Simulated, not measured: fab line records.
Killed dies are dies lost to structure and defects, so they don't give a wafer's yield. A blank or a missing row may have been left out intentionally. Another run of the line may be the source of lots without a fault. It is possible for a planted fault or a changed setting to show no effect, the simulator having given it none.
Comparing a struck lot with a sound one + flow gf180mcu + 15 out of 602 route steps
Sound: these wafers, L918.3, L918.4, L918.5. Struck: wafers L915.1, L915.4, L915.6. At the end, the cause is stated.
At each step with rows: each side's tool, then ch and its chambers, then its first start. Under that, the readings that differ: sound wafers + struck wafers + difference of the means + sigmas: that difference in standard deviations of wafers without a fault.
alike: readings with means less than 2 such deviations apart, plus words and numbers identical on both sides. not compared: withheld readings, readings lacking a value on some wafer, bounds such as >300 that could conceal the same value, and numbers that have no deviation in the record and whose values overlap.
The two part at a step that has a row with sigmas, a row that says differs or no value, or rows on one side only. Non-overlapping numbers with no deviation appear without sigmas and do not part them. A reading that every wafer of one side lacks parts them only if that side has two wafers or more.

GF_V4_BOW_MEAS_05:
  sound: film_metro-01 at day 28 04:19; struck: film_metro-04 at day 27 08:11
  alike: V4_BOW
then, 8 steps without rows for these wafers: GF_V4_DEHYDRATE_06 (time 60 s); GF_V4_HMDS_07 (prime time 60 s); GF_V4_COAT_08; GF_V4_COAT_09 (resist thk 1000 nm); GF_V4_SOFTBAKE_10 (time 60 s); GF_V4_EXPOSE_11 (exposes mask Via4, target cd 260 nm); GF_V4_PEB_12 (peb time 90 s); GF_V4_DEVELOP_13 (develop time 60 s).
GF_V4_CD_MEAS_14: the cd target is 260 nm.
  sound: cd_sem-01 at day 28 23:41; struck: cd_sem-02 at day 28 03:55
  alike: cd_nm
GF_V4_OVL_MEAS_15:
  sound: overlay-02 at day 28 23:46; struck: overlay-02 at day 28 04:02
  alike: V4_OVL
GF_V4_ETCH_16: etches BARC in N2/H2.
  sound on rie_diel-04 ch 0,2,3, day 28 23:47; struck on rie_diel-01 ch 0,1,3, day 28 04:04
  alike: bias_w, chamber_pressure_mTorr, drypump_motor_current_A, oes_product_au, throttle_valve_pct
GF_V4_ETCH_17: etches SiO2 in C4F8/O2/Ar, stops on TiN, target depth 630 nm.
  sound on rie_diel-04 ch 0,2,3, day 28 23:00; struck on rie_diel-01 ch 0,1,3, day 28 04:00
  no value came back on the struck wafers for bias_w (W), chamber_pressure_mTorr (mTorr), oes_product_au (a.u.); on the sound wafers bias_w (W) reads 1208 1196 1199
GF_V4_STRIP_18: strips in O2/N2.
  sound on plasma_asher-03 ch 0,1, day 28 23:57; struck on plasma_asher-01 ch 0,1, day 28 04:12
| reading               | sound             | struck            | difference | sigmas |
|-----------------------|-------------------|-------------------|------------|--------|
| heater_power_w (W)    | 287 309 297       | 378 381 373       | +80        | +2     |
| oes_product_au (a.u.) | 0.603 0.594 0.585 | 0.668 0.666 0.670 | +0.074     | +17    |
  alike: drypump_motor_current_A
  not compared: rf_hours_counter_h
then, 1 step without rows for these wafers: GF_V4_STRIP_19 (strips in post etch residue remover, time 1200 s).

WHERE THEY PART
Last at GF_V4_STRIP_18 as far as this record goes, first at GF_V4_ETCH_17.

WHY: the cause the simulator had injected
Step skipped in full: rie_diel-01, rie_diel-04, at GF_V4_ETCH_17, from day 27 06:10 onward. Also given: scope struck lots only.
